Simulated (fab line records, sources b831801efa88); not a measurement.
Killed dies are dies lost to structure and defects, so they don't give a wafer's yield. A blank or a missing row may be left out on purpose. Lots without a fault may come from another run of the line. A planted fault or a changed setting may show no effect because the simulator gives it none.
Chamber matching | flow sky130 | SKY_FIELD_ISO_CMP_27 on cmp-01: 4 sister chambers
The step polishes, stops on Si3N4, t overpolish 16 s, target thk 457.8 nm. 8 wafers are shown with their chamber, then 8 later ones without.

WAFERS WITH THEIR CHAMBER
wafer  | chamber | motor_current_A (A) | time_to_endpoint_s (s)
L490.2 | 0       | 12.9                | 109
L494.2 | 3       | 12.5                | 109
L494.3 | 1       | 11.0                | 111
L494.6 | 3       | 12.1                | 107
L502.1 | 1       | 11.5                | 110
L502.2 | 0       | 13.6                | 111
L502.5 | 2       | 11.4                | 110
L505.1 | 2       | 11.2                | 111

WAFERS WITHOUT THEIR CHAMBER
wafer  | motor_current_A (A) | time_to_endpoint_s (s)
L505.5 | 12.7                | 111
L505.6 | 12.3                | 110
L508.1 | 10.9                | 111
L508.3 | 11.0                | 114
L508.4 | 11.1                | 112
L509.2 | 14.3                | 114
L509.5 | 13.5                | 112
L509.6 | 12.2                | 111

WHICH CHAMBER EACH WENT THROUGH
wafer  | from the rows above               | in truth
L505.5 | can't be placed: 0 or 3           | 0
L505.6 | can't be placed: 3 or 0 or 2 or 1 | 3
L508.1 | can't be placed: 1 or 2           | 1
L508.3 | can't be placed: 1 or 2           | 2
L508.4 | can't be placed: 1 or 2           | 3
L509.2 | 0                                 | 0
L509.5 | 0                                 | 0
L509.6 | can't be placed: 2 or 3 or 1 or 0 | 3
Placed correctly: 2 of 8. Can't be placed from these rows: 6 (the true chamber is among the candidates in 5). Placed wrongly: 0.
How it was worked out, from the rows above alone: a wafer's distance from a chamber is the root of the sum, over the readings, of the square of ((its reading less the chamber's mean) divided by the reading's scatter). The wafer belongs to the nearest chamber; if the next one is less than 2 further off, it can't be placed. A chamber's mean is the mean of its shown wafers. The scatter: the root of (the sum of the squares of (reading less its chamber's mean) over the shown wafers, divided by (wafers less chambers)).
